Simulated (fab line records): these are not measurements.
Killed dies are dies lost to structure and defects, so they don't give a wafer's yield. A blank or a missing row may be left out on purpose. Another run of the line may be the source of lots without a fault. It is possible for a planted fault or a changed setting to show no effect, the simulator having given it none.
Which of the tools did it? | flow gf180mcu | 72 wafers from 24 lots sampled at 6 of the route's 602 steps

## WHAT THE GAUGES SHOWED, per wafer
GF_V2_RS_MEAS_24: a four-point-probe measurement. Usual: V2_W_RS 0.328 ohm/sq, standard deviation 0.0054.
lot  | measured     | on            | V2_W_RS (ohm/sq)  | flag
L074 | day 20 08:41 | film_metro-04 | 0.325 0.323 0.323 |
L075 | day 21 01:36 | film_metro-04 | 0.326 0.326 0.329 |
L077 | day 21 11:54 | film_metro-03 | 0.327 0.323 0.320 |
L076 | day 21 14:16 | film_metro-04 | 0.321 0.327 0.321 |
L078 | day 21 19:42 | film_metro-02 | 0.324 0.323 0.324 |
L079 | day 22 10:37 | film_metro-04 | 0.323 0.322 0.328 |
L080 | day 22 13:15 | film_metro-03 | 0.322 0.330 0.318 |
L081 | day 23 04:20 | film_metro-02 | 0.336 0.327 0.334 |
L082 | day 23 11:04 | film_metro-03 | 0.335 0.334 0.336 |
L083 | day 23 19:32 | film_metro-02 | 0.325 0.329 0.328 |
L084 | day 24 08:34 | film_metro-03 | 0.331 0.330 0.323 |
L085 | day 24 13:03 | film_metro-04 | 0.333 0.337 0.327 |
L086 | day 24 17:35 | film_metro-04 | 0.326 0.325 0.330 |
L087 | day 25 05:21 | film_metro-04 | 0.323 0.328 0.328 |
L088 | day 25 15:00 | film_metro-04 | 0.326 0.322 0.326 |
L089 | day 25 15:40 | film_metro-04 | 0.332 0.329 0.331 |
L090 | day 25 20:36 | film_metro-02 | 0.326 0.327 0.326 |
L091 | day 26 13:58 | film_metro-03 | 0.339 0.333 0.336 |
L092 | day 26 16:14 | film_metro-03 | 0.332 0.343 0.341 |
L093 | day 26 18:30 | film_metro-02 | 0.319 0.325 0.328 |
L094 | day 27 01:14 | film_metro-04 | 0.328 0.325 0.329 |
L095 | day 28 04:36 | film_metro-02 | 0.323 0.332 0.332 |
L096 | day 28 05:15 | film_metro-03 | 0.325 0.320 0.324 |
L097 | day 28 08:32 | film_metro-02 | 0.322 0.321 0.324 |

GF_V3_BOW_MEAS_05. Usual: V3_BOW 118 um, standard deviation 7.7.
lot  | measured     | on            | V3_BOW (um) | flag
L074 | day 21 10:58 | film_metro-03 | 112 129 124 |
L075 | day 22 02:53 | film_metro-03 | 117 110 115 |
L077 | day 22 13:35 | film_metro-01 | 120 110 112 |
L076 | day 22 16:13 | film_metro-02 | 118 106 113 |
L078 | day 22 21:42 | film_metro-03 | 119 123 120 |
L079 | day 23 11:51 | film_metro-03 | 118 119 115 |
L080 | day 23 14:46 | film_metro-03 | 118 117 121 |
L081 | day 24 05:07 | film_metro-01 | 114 121 115 |
L082 | day 24 11:47 | film_metro-03 | 119 116 123 |
L083 | day 24 20:17 | film_metro-02 | 113 116 112 |
L084 | day 25 08:24 | film_metro-03 | 134 131 128 |
L085 | day 25 13:26 | film_metro-01 | 115 111 121 |
L086 | day 25 16:56 | film_metro-02 | 110 127 129 |
L087 | day 26 04:20 | film_metro-03 | 103 108 120 |
L088 | day 26 14:07 | film_metro-02 | 109 115 120 |
L089 | day 26 14:33 | film_metro-01 | 123 108 132 |
L090 | day 26 19:38 | film_metro-03 | 117 116 107 |
L091 | day 27 13:08 | film_metro-03 | 120 118 119 |
L092 | day 27 14:51 | film_metro-02 | 122 127 117 |
L093 | day 27 17:10 | film_metro-03 | 136 123 122 |
L094 | day 27 23:32 | film_metro-03 | 119 125 110 |
L095 | day 29 01:52 | film_metro-03 | 116 118 110 |
L096 | day 29 02:19 | film_metro-02 | 130 112 112 |
L097 | day 29 05:58 | film_metro-01 | 122 118 119 |

GF_V3_CD_MEAS_14: the cd target is 260 nm. Usual: cd_nm 260.3 nm, standard deviation 1.4.
lot  | measured     | on        | cd_nm (nm)        | flag
L074 | day 22 10:55 | cd_sem-01 | 262.0 262.0 260.8 |
L075 | day 23 02:20 | cd_sem-01 | 258.4 258.9 258.3 |
L077 | day 23 12:43 | cd_sem-02 | 259.7 259.7 260.1 |
L076 | day 23 15:17 | cd_sem-01 | 261.7 261.2 260.1 |
L078 | day 23 20:25 | cd_sem-02 | 259.9 259.0 259.2 |
L079 | day 24 10:42 | cd_sem-01 | 262.3 261.6 261.4 |
L080 | day 24 13:50 | cd_sem-02 | 261.9 261.0 261.8 |
L081 | day 25 02:47 | cd_sem-01 | 259.5 260.6 261.6 |
L082 | day 25 10:11 | cd_sem-01 | 261.6 260.4 262.5 |
L083 | day 25 17:43 | cd_sem-01 | 260.9 260.6 261.3 |
L084 | day 26 05:35 | cd_sem-02 | 259.2 260.0 260.1 |
L085 | day 26 10:35 | cd_sem-01 | 261.9 261.4 262.4 |
L086 | day 26 14:06 | cd_sem-01 | 260.5 260.3 260.1 |
L087 | day 27 01:34 | cd_sem-02 | 260.6 259.8 260.3 |
L088 | day 27 10:52 | cd_sem-01 | 259.6 260.2 261.5 |
L089 | day 27 11:02 | cd_sem-02 | 261.8 262.1 261.5 |
L090 | day 27 16:59 | cd_sem-01 | 260.9 259.8 259.0 |
L091 | day 28 09:52 | cd_sem-02 | 258.0 258.4 259.4 |
L092 | day 28 11:04 | cd_sem-02 | 260.5 260.3 260.9 |
L093 | day 28 13:20 | cd_sem-02 | 262.0 260.5 260.7 |
L094 | day 28 19:20 | cd_sem-01 | 257.8 257.6 258.9 |
L095 | day 29 20:55 | cd_sem-02 | 257.5 259.2 258.0 |
L096 | day 29 21:16 | cd_sem-01 | 262.2 262.1 262.4 |
L097 | day 30 00:43 | cd_sem-02 | 258.2 257.9 258.8 |

GF_V4_RS_MEAS_24: a four-point-probe measurement. Usual: V4_W_RS 0.326 ohm/sq, standard deviation 0.0034.
lot  | measured     | on            | V4_W_RS (ohm/sq)  | flag
L074 | day 24 12:22 | film_metro-02 | 0.328 0.327 0.328 |
L075 | day 25 02:34 | film_metro-02 | 0.332 0.328 0.326 |
L077 | day 25 13:23 | film_metro-03 | 0.325 0.330 0.326 |
L076 | day 25 16:01 | film_metro-03 | 0.321 0.327 0.324 |
L078 | day 25 20:59 | film_metro-03 | 0.321 0.323 0.332 |
L079 | day 26 10:50 | film_metro-04 | 0.325 0.320 0.319 |
L080 | day 26 12:48 | film_metro-03 | 0.327 0.328 0.329 |
L081 | day 27 00:19 | film_metro-02 | 0.325 0.322 0.328 |
L082 | day 27 09:02 | film_metro-04 | 0.323 0.327 0.325 |
L083 | day 27 15:49 | film_metro-04 | 0.319 0.321 0.319 |
L084 | day 28 02:55 | film_metro-04 | 0.331 0.330 0.329 |
L085 | day 28 07:33 | film_metro-03 | 0.327 0.331 0.330 |
L086 | day 28 10:59 | film_metro-04 | 0.327 0.327 0.326 |
L087 | day 28 22:15 | film_metro-02 | 0.331 0.331 0.332 |
L088 | day 29 07:13 | film_metro-04 | 0.327 0.330 0.326 |
L089 | day 29 08:08 | film_metro-03 | 0.331 0.325 0.323 |
L090 | day 29 12:36 | film_metro-03 | 0.330 0.326 0.327 |
L091 | day 30 04:35 | film_metro-03 | 0.328 0.326 0.324 |
L092 | day 30 05:09 | film_metro-03 | 0.330 0.331 0.333 |
L093 | day 30 07:55 | film_metro-04 | 0.323 0.325 0.328 |
L094 | day 30 14:01 | film_metro-04 | 0.326 0.326 0.322 |
L095 | day 31 13:28 | film_metro-03 | 0.323 0.318 0.321 |
L096 | day 31 14:23 | film_metro-03 | 0.323 0.321 0.323 |
L097 | day 31 16:58 | film_metro-03 | 0.325 0.326 0.326 |

## WHAT TOOL EACH LOT RAN ON (gives the tool, then ch and the chambers of the sampled wafers, and finally the start)
lot  | GF_V4_ETCH_17                                 | GF_V4_SPUTTER_21
L074 | rie_diel-04 ch 0,1,2, day 24 12:07 or earlier | pvd_sputter-01, day 24 12:07
L075 | rie_diel-04 ch 0,1,2, day 25 02:20 or earlier | pvd_sputter-04, day 25 02:20
L077 | rie_diel-04 ch 0,3, day 25 13:11 or earlier   | pvd_sputter-04, day 25 13:11
L076 | rie_diel-04 ch 0,2, day 25 15:47 or earlier   | pvd_sputter-01, day 25 15:47
L078 | rie_diel-04 ch 0,1,3, day 25 20:45 or earlier | pvd_sputter-01, day 25 20:45
L079 | rie_diel-04 ch 0,1,2, day 26 10:38 or earlier | pvd_sputter-04, day 26 10:38
L080 | rie_diel-04 ch 0,1,2, day 26 12:31 or earlier | pvd_sputter-01, day 26 12:31
L081 | rie_diel-03 ch 0,2,3, day 27 00:05 or earlier | pvd_sputter-01, day 27 00:05
L082 | rie_diel-03 ch 0,2,3, day 27 08:47 or earlier | pvd_sputter-01, day 27 08:47
L083 | rie_diel-03 ch 0,2,3, day 27 15:33 or earlier | pvd_sputter-04, day 27 15:33
L084 | rie_diel-04 ch 0,1,3, day 28 02:41 or earlier | pvd_sputter-03, day 28 02:41
L085 | rie_diel-01 ch 0,3, day 28 07:19 or earlier   | pvd_sputter-01, day 28 07:19
L086 | rie_diel-01 ch 0,3, day 28 10:46 or earlier   | pvd_sputter-03, day 28 10:46
L087 | rie_diel-03 ch 2,3, day 28 22:01 or earlier   | pvd_sputter-04, day 28 22:01
L088 | rie_diel-01 ch 0,1,3, day 29 06:56 or earlier | pvd_sputter-04, day 29 06:56
L089 | rie_diel-03 ch 0,1,2, day 29 07:53 or earlier | pvd_sputter-03, day 29 07:53
L090 | rie_diel-04 ch 0,1,3, day 29 12:22 or earlier | pvd_sputter-03, day 29 12:22
L091 | rie_diel-04 ch 0,1,3, day 30 04:19 or earlier | pvd_sputter-04, day 30 04:19
L092 | rie_diel-01 ch 0,1,2, day 30 04:56 or earlier | pvd_sputter-03, day 30 04:56
L093 | rie_diel-01 ch 1,3, day 30 07:40 or earlier   | pvd_sputter-04, day 30 07:40
L094 | rie_diel-04 ch 1,2,3, day 30 13:46 or earlier | pvd_sputter-03, day 30 13:46
L095 | rie_diel-03 ch 0,1,3, day 31 13:15 or earlier | pvd_sputter-01, day 31 13:15
L096 | rie_diel-03 ch 0,1,2, day 31 14:10 or earlier | pvd_sputter-03, day 31 14:10
L097 | rie_diel-01 ch 0,1,3, day 31 16:43 or earlier | pvd_sputter-03, day 31 16:43
- GF_V4_ETCH_17: etches SiO2 in C4F8/O2/Ar, stops on TiN, target depth 630 nm.
- GF_V4_SPUTTER_21: material Ti, target thk 15 nm, time 80.02 s.

## AS READ BY THE TOOLS THEMSELVES (means over the sampled wafers that have a number; for cases with no such wafer, the mark the record gives instead)
GF_V4_ETCH_17. Usual: bias_w 1200 W, standard deviation 3.9; oes_product_au 0.856 a.u., standard deviation 0.0048.
lot  | tool        | bias_w (W) | oes_product_au (a.u.) | flag
L074 | rie_diel-04 | 1197       | 0.853                 |
L075 | rie_diel-04 | 1200       | 0.855                 |
L077 | rie_diel-04 | 1198       | 0.858                 |
L076 | rie_diel-04 | 1201       | 0.853                 |
L078 | rie_diel-04 | 1199       | 0.858                 |
L079 | rie_diel-04 | 1198       | 0.855                 |
L080 | rie_diel-04 | 1197       | 0.856                 |
L081 | rie_diel-03 | 1202       | 0.852                 |
L082 | rie_diel-03 | 1201       | 0.860                 |
L083 | rie_diel-03 | 1202       | 0.858                 |
L084 | rie_diel-04 | 1196       | 0.855                 |
L085 | rie_diel-01 | 1200       | 0.858                 |
L086 | rie_diel-01 | 1201       | 0.856                 |
L087 | rie_diel-03 | 1200       | 0.851                 |
L088 | rie_diel-01 | 1204       | 0.854                 |
L089 | rie_diel-03 | 1198       | 0.853                 |
L090 | rie_diel-04 | 1199       | 0.853                 |
L091 | rie_diel-04 | 1202       | 0.858                 |
L092 | rie_diel-01 | 1202       | 0.854                 |
L093 | rie_diel-01 | 1200       | 0.855                 |
L094 | rie_diel-04 | 1197       | 0.857                 |
L095 | rie_diel-03 | 1201       | 0.855                 |
L096 | rie_diel-03 | 1200       | 0.859                 |
L097 | rie_diel-01 | 1199       | 0.857                 |

GF_V4_SPUTTER_21. Usual: throttle_valve_pct 30.7 %, standard deviation 0.83.
lot  | tool           | throttle_valve_pct (%) | flag
L074 | pvd_sputter-01 | 29.7                   |
L075 | pvd_sputter-04 | 31.4                   |
L077 | pvd_sputter-04 | 30.1                   |
L076 | pvd_sputter-01 | 30.2                   |
L078 | pvd_sputter-01 | 30.0                   |
L079 | pvd_sputter-04 | 30.7                   |
L080 | pvd_sputter-01 | 30.3                   |
L081 | pvd_sputter-01 | 30.6                   |
L082 | pvd_sputter-01 | 30.3                   |
L083 | pvd_sputter-04 | 30.3                   |
L084 | pvd_sputter-03 | 30.8                   |
L085 | pvd_sputter-01 | 30.4                   |
L086 | pvd_sputter-03 | 30.6                   |
L087 | pvd_sputter-04 | 31.7                   |
L088 | pvd_sputter-04 | 31.9                   |
L089 | pvd_sputter-03 | 31.0                   |
L090 | pvd_sputter-03 | 30.8                   |
L091 | pvd_sputter-04 | 30.7                   |
L092 | pvd_sputter-03 | 30.5                   |
L093 | pvd_sputter-04 | 30.9                   |
L094 | pvd_sputter-03 | 30.3                   |
L095 | pvd_sputter-01 | 30.2                   |
L096 | pvd_sputter-03 | 30.5                   |
L097 | pvd_sputter-03 | 30.3                   |

## THE ANSWER, worked out from the rows above alone
Rule: a lot counts as off when the mean over its wafers that have a number is more than 3 standard deviations away from the usual mean. Also off: a lot with no number at a reading for which 4 or more lots have one. The other lots that the step has rows for count as sound. The gauges are gone through in route order, then the tools' own readings, and for those a lot's mean is taken as printed above. The first step at which some lot is off is used, and at that step the reading that is off furthest; a lot without a number counts as furthest.
No lot is off on any of the readings shown, so nothing can be concluded from this.

## WHAT THE SIMULATOR HAD INSERTED
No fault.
